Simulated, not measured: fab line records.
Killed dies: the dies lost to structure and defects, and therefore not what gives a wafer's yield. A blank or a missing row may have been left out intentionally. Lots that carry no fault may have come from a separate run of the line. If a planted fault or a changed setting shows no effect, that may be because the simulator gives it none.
Which of the tools did it? ; flow sky130 ; 15 lots with 45 wafers sampled at 5 steps, on a route of 708 steps

WHAT THE GAUGES READ, wafer by wafer
SKY_VIA1_OVL_MEAS_13.
lot;measured;on;VIA1_OVL (nm)
L491;day 34 02:47;overlay-01;6 2 -7
L493;day 35 00:25;overlay-01;5 3 -1
L492;day 35 01:52;overlay-02;-2 4 2
L495;day 35 09:31;overlay-01;10 -3 -1
L496;day 35 14:38;overlay-01;-1 -4 -10
L499;day 36 18:13;overlay-01;-2 -3 4
L500;day 36 19:12;overlay-02;-2 3 -7
L501;day 37 07:25;overlay-01;8 8 11
L502;day 37 17:01;overlay-02;8 10 5
L503;day 37 21:34;overlay-01;0 6 -6
L506;day 38 17:56;overlay-01;10 8 -1
L510;day 40 00:21;overlay-01;12 3 16
L511;day 40 00:53;overlay-02;0 4 7
L513;day 40 11:32;overlay-01;2 -1 11
L514;day 40 22:01;overlay-01;0 2 2

SKY_VIA2_THK_MEAS_01.
lot;measured;on;VIA2_HDPCVD_THK (nm)
L491;day 35 07:44;film_metro-04;1163 1168 1166
L493;day 36 05:35;film_metro-04;1179 1195 1178
L492;day 36 07:17;film_metro-02;1201 1189 1194
L495;day 36 14:39;film_metro-01;1176 1195 1173
L496;day 36 19:24;film_metro-04;1166 1173 1179
L499;day 37 21:56;film_metro-01;1175 1180 1175
L500;day 37 23:48;film_metro-04;1181 1168 1178
L501;day 38 11:15;film_metro-02;1174 1171 1184
L502;day 38 21:03;film_metro-01;1183 1195 1192
L503;day 39 01:59;film_metro-02;1199 1185 1201
L506;day 39 20:32;film_metro-01;1154 1165 1152
L510;day 41 03:29;film_metro-01;1170 1157 1163
L511;day 41 04:22;film_metro-02;1184 1183 1179
L513;day 41 14:40;film_metro-04;1161 1177 1159
L514;day 42 00:58;film_metro-04;1196 1182 1183

SKY_VIA2_BOW_MEAS_03.
lot;measured;on;VIA2_BOW (um)
L491;day 35 08:06;film_metro-04;89 93 82
L493;day 36 05:56;film_metro-01;85 85 91
L492;day 36 07:40;film_metro-04;82 87 70
L495;day 36 15:01;film_metro-04;83 88 84
L496;day 36 19:46;film_metro-04;102 80 88
L499;day 37 22:19;film_metro-04;81 87 101
L500;day 38 00:11;film_metro-04;85 90 87
L501;day 38 11:38;film_metro-02;116 116 128
L502;day 38 21:26;film_metro-02;123 116 98
L503;day 39 02:21;film_metro-04;108 110 126
L506;day 39 20:55;film_metro-04;85 71 93
L510;day 41 03:50;film_metro-02;92 78 92
L511;day 41 04:43;film_metro-01;82 98 79
L513;day 41 15:05;film_metro-01;85 92 86
L514;day 42 01:20;film_metro-02;89 88 85

TOOL THAT RAN EACH LOT (tool first, then ch and the chambers of the sampled wafers, then the start)
lot;SKY_VIA1_ETCH_15;SKY_VIA2_CMP_02
L491;rie_diel-01 ch 0,1,3, day 34 02:52;cmp-02 ch 0,2,3, day 35 07:54
L493;rie_diel-04 ch 2,3, day 35 00:30;cmp-02 ch 0,1,3, day 36 05:41
L492;rie_diel-02 ch 0,1,2, day 35 01:56;cmp-02 ch 0,1,3, day 36 07:23
L495;rie_diel-02 ch 0,1,3, day 35 09:35;cmp-01 ch 0,1,2, day 36 14:42
L496;rie_diel-02 ch 0,1,3, day 35 14:43;cmp-02 ch 0,1,3, day 36 19:33
L499;rie_diel-04 ch 2,3, day 36 18:18;cmp-01 ch 2,3, day 37 21:59
L500;rie_diel-02 ch 1,2, day 36 19:16;cmp-01 ch 0,3, day 37 23:50
L501;rie_diel-02 ch 1,2,3, day 37 07:29;cmp-01 ch 1,2,3, day 38 11:23
L502;rie_diel-01 ch 0,1,3, day 37 17:05;cmp-01 ch 0,1, day 38 21:08
L503;rie_diel-02 ch 0,1,2, day 37 21:39;cmp-01 ch 0,1,2, day 39 02:03
L506;rie_diel-04 ch 2,3, day 38 18:01;cmp-01 ch 0,2,3, day 39 20:41
L510;rie_diel-01 ch 0,1,2, day 40 00:26;cmp-01 ch 0,2,3, day 41 03:32
L511;rie_diel-02 ch 1,2,3, day 40 00:58;cmp-02 ch 1,2,3, day 41 04:25
L513;rie_diel-04 ch 0,2,3, day 40 11:36;cmp-02 ch 1,2,3, day 41 14:51
L514;rie_diel-02 ch 0,1,3, day 40 22:06;cmp-01 ch 1,2,3, day 42 01:01
- SKY_VIA1_ETCH_15: etches SiO2 in C4F8/O2/Ar, stops on TiN, target depth 351 nm, time 54 s.
- SKY_VIA2_CMP_02: polishes SiO2.

WHAT THE TOOLS THEMSELVES READ (means of the sampled wafers that have a number; where no wafer has one, the mark that the record gives instead)
SKY_VIA1_ETCH_15.
lot;tool;oes_product_au (a.u.)
L491;rie_diel-01;0.989
L493;rie_diel-04;0.986
L492;rie_diel-02;0.982
L495;rie_diel-02;0.983
L496;rie_diel-02;0.984
L499;rie_diel-04;0.979
L500;rie_diel-02;0.987
L501;rie_diel-02;0.985
L502;rie_diel-01;0.973
L503;rie_diel-02;0.982
L506;rie_diel-04;0.984
L510;rie_diel-01;0.978
L511;rie_diel-02;0.985
L513;rie_diel-04;0.982
L514;rie_diel-02;0.981

SKY_VIA2_CMP_02.
lot;tool;edge_zone_pressure_frac;head_pressure_psi (psi);motor_current_A (A)
L491;cmp-02;0.998;4.007;12.3
L493;cmp-02;1.003;3.995;11.6
L492;cmp-02;1.004;4.009;11.1
L495;cmp-01;0.998;3.992;12.0
L496;cmp-02;0.997;4.001;11.4
L499;cmp-01;0.997;4.008;11.9
L500;cmp-01;1.000;4.002;11.5
L501;cmp-01;-;-;-
L502;cmp-01;-;-;-
L503;cmp-01;-;-;-
L506;cmp-01;1.001;3.999;12.0
L510;cmp-01;1.000;4.009;12.0
L511;cmp-02;0.996;4.004;11.2
L513;cmp-02;0.994;4.004;11.2
L514;cmp-01;0.996;3.997;11.9

THE ANSWER, worked out from the rows above alone
Rule: what is usual is taken from the lots themselves. The widest of any qualifying gaps counts: lots, ordered by their means at a reading, are off when they make up no more than a third of the lots, leave a main group of 4 or more, and stand apart from it by 3 or more times the standard deviation of that group's means. A main group whose means are all the same, to the digits that the tables above print for the reading, isn't used. A lot without any number at a reading at which 4 lots or more have one is off too. The other lots that the step has rows for count as sound. After the gauges, taken in route order, come the tools' own readings; for these a lot's mean is taken, as printed above. At the first step where some lot is off, the reading lying furthest off is the one used; lots without a number count as furthest.
Off: at SKY_VIA2_BOW_MEAS_03 (VIA2_BOW), L501, L502, L503. The main group has a mean of 87 um with a standard deviation of 2.7.
If a tool, at a process step before that reading, ran all the lots that are off and no sound lot after the first of them, it fits. The gauges at SKY_VIA2_BOW_MEAS_03 aren't tried: what is off there is off at SKY_VIA2_CMP_02 too, on other tools, and a gauge's error can't cause that. No candidate that was tried fits.

WHAT THE SIMULATOR HAD INSERTED
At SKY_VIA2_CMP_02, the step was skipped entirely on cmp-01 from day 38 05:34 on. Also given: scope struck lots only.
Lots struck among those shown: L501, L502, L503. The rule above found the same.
